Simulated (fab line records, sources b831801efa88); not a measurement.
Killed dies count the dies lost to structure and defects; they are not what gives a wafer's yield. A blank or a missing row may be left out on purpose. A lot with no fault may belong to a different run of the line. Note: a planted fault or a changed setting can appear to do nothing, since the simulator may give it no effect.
A struck lot beside a sound one ; flow gf180mcu ; 15 steps out of a route of 602
Sound: these wafers, L727.1, L727.3, L727.5. Struck: wafer L712.5. (L712.1, L712.3 of the same lot were not struck and are left out.) The cause comes at the end.
Per side, at each step with rows, come the tool, then ch with its chambers, and then its first start. Under that, the readings that differ: sound wafers ; struck wafers ; difference of the means ; sigmas: that difference in standard deviations of wafers without a fault.
alike: same words and numbers on both sides, and readings whose means sit less than 2 such deviations apart. not compared: any withheld reading, any reading some wafer has no value for, any bound like >300 that may hide the same value, and any number with overlapping values for which the record gives no deviation.
A row with sigmas, a row that says differs or no value, or rows on one side alone: a step with any of these is where the two part. Numbers that don't overlap but have no deviation are shown without sigmas and don't part them. Lack of a reading on every wafer of one side parts them only where that side has two or more wafers.

first, 5 steps without rows for these wafers: GF_V4_COAT_09 (resist thk 1000 nm); GF_V4_SOFTBAKE_10 (time 60 s); GF_V4_EXPOSE_11 (exposes mask Via4, target cd 260 nm); GF_V4_PEB_12 (peb time 90 s); GF_V4_DEVELOP_13 (develop time 60 s).
GF_V4_CD_MEAS_14: the cd target is 260 nm.
  sound: cd_sem-02 at day 30 18:22; struck: cd_sem-01 at day 26 10:28
  alike: cd_nm
GF_V4_OVL_MEAS_15:
  sound: overlay-01 at day 30 18:29; struck: overlay-01 at day 26 10:35
  alike: V4_OVL
GF_V4_ETCH_16: etches BARC in N2/H2.
  sound on rie_diel-02 ch 0,2,3, day 30 18:32; struck on rie_diel-04 ch 3, day 26 10:37
  alike: drypump_motor_current_A, oes_product_au, throttle_valve_pct
GF_V4_ETCH_17: etches SiO2 in C4F8/O2/Ar, stops on TiN, target depth 630 nm.
  sound: rie_diel-02 ch 0,2,3; struck: rie_diel-04 ch 3
  alike: oes_product_au
GF_V4_STRIP_18: strips in O2/N2.
  sound on plasma_asher-03 ch 0,1, day 30 18:40; struck on plasma_asher-02 ch 1, day 26 10:45
  alike: drypump_motor_current_A, heater_power_w, o2_flow_sccm, oes_product_au
  not compared: rf_hours_counter_h
then, 2 steps without rows for these wafers: GF_V4_STRIP_19 (strips in post etch residue remover, time 1200 s); GF_V4_CLEAN_20 (cleans in DIW).
GF_V4_SPUTTER_21: material Ti, target thk 15 nm, time 80.02 s.
  sound: pvd_sputter-03 at day 30 19:13; struck: pvd_sputter-03 at day 26 11:19
reading;sound;struck;difference;sigmas
model.Ti_of_V4_SPUTTER_21.thk_nm (nm);14.74 14.81 14.84;20.49;+5.69;
  alike: throttle_valve_pct
GF_V4_SPUTTER_22: material TiN, target thk 10 nm, time 40 s.
  sound: pvd_sputter-03 at day 30 19:17; struck: pvd_sputter-03 at day 26 11:22
  alike: throttle_valve_pct
-- the record jumps here: 4 days lie between the struck wafers' starts before and after (it left off in module V4 and takes up again in module PASSIVATION, whose first step shown is number 602 of the route) --
GF_PASSIVATION_PROBE_99:
  the record has rows for the struck wafers here (prober-02, day 30 18:59) and none for the sound ones

WHERE THEY PART
Only at GF_PASSIVATION_PROBE_99, within this record.

WHY: what had been put in by the simulator
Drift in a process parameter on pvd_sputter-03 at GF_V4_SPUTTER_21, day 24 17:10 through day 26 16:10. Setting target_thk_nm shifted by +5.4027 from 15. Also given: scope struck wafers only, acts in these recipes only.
